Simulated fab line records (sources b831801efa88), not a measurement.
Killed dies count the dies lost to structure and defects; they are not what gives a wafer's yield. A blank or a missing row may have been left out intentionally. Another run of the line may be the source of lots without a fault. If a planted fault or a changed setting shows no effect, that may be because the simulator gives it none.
Chamber matching	flow gf180mcu	GF_V4_ETCH_16 on rie-diel-02 has 4 sister chambers
The step etches BARC in N2/H2. 4 wafers are shown with their chamber, then 9 later ones without.

== WAFERS WITH THEIR CHAMBER ==
wafer	chamber	drypump-motor-current-A (A)
L082.4	3	5.57
L093.3	2	5.99
L093.4	0	5.49
L093.6	1	5.53

== WAFERS MISSING THEIR CHAMBER ==
wafer	drypump-motor-current-A (A)
L096.1	5.51
L096.2	6.00
L096.3	5.51
L096.4	5.53
L096.5	6.00
L096.6	5.53
L097.3	5.96
L097.4	5.97
L097.5	5.49

== CHAMBER TAKEN BY EACH ==
wafer	from the rows above	in truth
L096.1	can't be placed: 0 or 1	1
L096.2	2	2
L096.3	can't be placed: 0 or 1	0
L096.4	1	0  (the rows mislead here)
L096.5	2	2
L096.6	1	1
L097.3	2	2
L097.4	2	2
L097.5	0	0
Correct placement for 6 of the 9. From these rows, 2 cannot be placed; in 2 the true chamber is one of the candidates. 1 placed wrongly.
How it was worked out, from the rows above alone: a wafer's distance from a chamber is the root of the sum, over the readings, of the square of ((its reading less the chamber's mean) divided by the reading's scatter). The wafer belongs to the nearest chamber; if the next one is less than 2 further off, it can't be placed. The mean given for a chamber averages the wafers shown for that chamber. The scatter (one wafer shown for each chamber): square how far every hidden wafer sits from the nearest shown wafer, average those squares and take the square root.
